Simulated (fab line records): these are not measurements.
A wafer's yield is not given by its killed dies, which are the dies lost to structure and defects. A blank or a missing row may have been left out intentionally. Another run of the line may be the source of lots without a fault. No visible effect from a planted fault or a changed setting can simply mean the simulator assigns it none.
8D (eight disciplines) problem report, filled in by code + flow gf180mcu + the parts of the form that need people (team, actions taken, sign-off) are left out

== 1. WHAT WENT WRONG ==
rf_fwd_power_W at GF_STI_ETCH_13 reads a mean of 500.0 W on 6 wafers of 2 lots; wafers without a fault read 596.9 W with a standard deviation of 1.9. Measured from the usual mean, that is -51 standard deviations.
The step: etches the open film in CHF3/O2, stops on Si, target depth 282.31 nm, time 112.9 s.
Seen first at day 3 08:16 on rie_diel-03, wafer L498.1. The record holds 36 wafers of 12 lots with a number at this step. By rule, "out" or "out of limits" means more than 4 standard deviations away from the usual mean. All remaining wafers that have a number are taken as sound.

== 2. WHAT IT IS, AND WHAT IT ISN'T ==
| question                    | is                     | is not                                                                                                  |
|-----------------------------|------------------------|---------------------------------------------------------------------------------------------------------|
| which readings at this step | rf_fwd_power_W         | drypump_motor_current_A                                                                                 |
| which lots                  | L498, L499             | L492, L493, L494, L506, L507, L509, L510, L512, L514, L515                                              |
| which wafers of those lots  | all that have a number | -                                                                                                       |
| read on which tools         | rie_diel-03            | rie_diel-02, rie_diel-04                                                                                |
| when                        | from day 3 08:16       | up to then (9 sound wafers); but 21 sound wafers of L506, L507, L509, L510, L512, L514, L515 came after |

== 3. WHAT RULES OUT EACH SUSPECT ==
Counting: a tool stays on the suspect list if, at a process step up to the reading, it processed all lots that are out and no sound lot following the first of them.
- rie_diel-03 at GF_STI_ETCH_13 (etches the open film in CHF3/O2, stops on Si, target depth 282.31 nm, time 112.9 s): ruled out as a lasting fault. After its first lot that is out, L498 (day 3 08:16), sound lots L514 ran on it.
Left after counting: nothing in the record.

== 4. THE CAUSE (what the simulator had put in) ==
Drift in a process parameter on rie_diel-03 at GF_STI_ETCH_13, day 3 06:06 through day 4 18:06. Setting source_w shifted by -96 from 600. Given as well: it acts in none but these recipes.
Counting ruled it out, wrongly.

== 5. THE CHAIN OF EFFECTS, in route order ==
One row per reading whose mean, taken over the struck wafers that have a number, lies over 3 standard deviations from the usual. Scope: only readings with a usual standard deviation given in the record; hours: median across lots of the time from each lot's start at the first step in this table that gives one to its start at this step; sigmas: change in usual standard deviations.
| hours | step            | reading                  | usual   | on struck wafers | change | sigmas |
|-------|-----------------|--------------------------|---------|------------------|--------|--------|
| 0     | GF_STI_ETCH_13  | rf_fwd_power_W           | 596.9 W | 500.0            | -96.9  | -51    |
| 0     | GF_STI_STRIP_15 | strip_time_to_endpoint_s | 3.74 s  | 3.94             | +0.20  | +4.9   |
Process steps it contains:
- GF_STI_ETCH_13: etches the open film in CHF3/O2, stops on Si, target depth 282.31 nm, time 112.9 s.
- GF_STI_STRIP_15: strips in O2/N2.
Later measuring or inspecting steps at which every struck wafer that the step has a row for has a number for every such reading, and none has moved that far: GF_CONTACT_CD_MEAS_14.

== 6. WHAT WOULD HAVE CAUGHT IT SOONER ==
2 hours passed between the start of the fault at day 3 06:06 and the first reading out of limits in this record, taken at day 3 08:16.
